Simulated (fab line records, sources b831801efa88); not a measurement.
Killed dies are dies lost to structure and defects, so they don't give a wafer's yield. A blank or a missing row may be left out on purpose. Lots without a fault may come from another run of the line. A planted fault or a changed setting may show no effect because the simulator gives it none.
Chamber matching | flow gf180mcu | GF_V4_CMP_26 on cmp-02: 4 sister chambers
The step polishes, stops on SiO2, t overpolish 15 s, target thk 0 nm. 4 wafers are shown with their chamber, then 11 later ones without.

WAFERS WITH THEIR CHAMBER
wafer  | chamber | motor_current_A (A)
L087.1 | 2       | 12.3
L087.2 | 3       | 9.0
L087.5 | 0       | 9.6
L089.2 | 1       | 10.8

WAFERS WITHOUT THEIR CHAMBER
wafer  | motor_current_A (A)
L089.4 | 9.5
L089.6 | 11.3
L090.1 | 9.5
L090.4 | 9.1
L090.5 | 9.0
L091.1 | 11.8
L091.2 | 8.8
L091.5 | 10.2
L092.2 | 9.3
L092.4 | 10.0
L092.5 | 12.2

WHICH CHAMBER EACH WENT THROUGH
wafer  | from the rows above          | in truth
L089.4 | can't be placed: 0 or 3      | 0
L089.6 | can't be placed: 1 or 2      | 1
L090.1 | can't be placed: 0 or 3      | 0
L090.4 | can't be placed: 3 or 0      | 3
L090.5 | can't be placed: 3 or 0      | 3
L091.1 | can't be placed: 2 or 1      | 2
L091.2 | can't be placed: 3 or 0      | 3
L091.5 | can't be placed: 0 or 1 or 3 | 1
L092.2 | can't be placed: 0 or 3      | 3
L092.4 | can't be placed: 0 or 1 or 3 | 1
L092.5 | 2                            | 2
Placed correctly: 1 of 11. Can't be placed from these rows: 10 (the true chamber is among the candidates in 10). Placed wrongly: 0.
How it was worked out, from the rows above alone: a wafer's distance from a chamber is the root of the sum, over the readings, of the square of ((its reading less the chamber's mean) divided by the reading's scatter). The wafer belongs to the nearest chamber; if the next one is less than 2 further off, it can't be placed. A chamber's mean is the mean of its shown wafers. The scatter: with one shown wafer a chamber, the root of the mean of the squares of how far each hidden wafer lies from its nearest shown one.
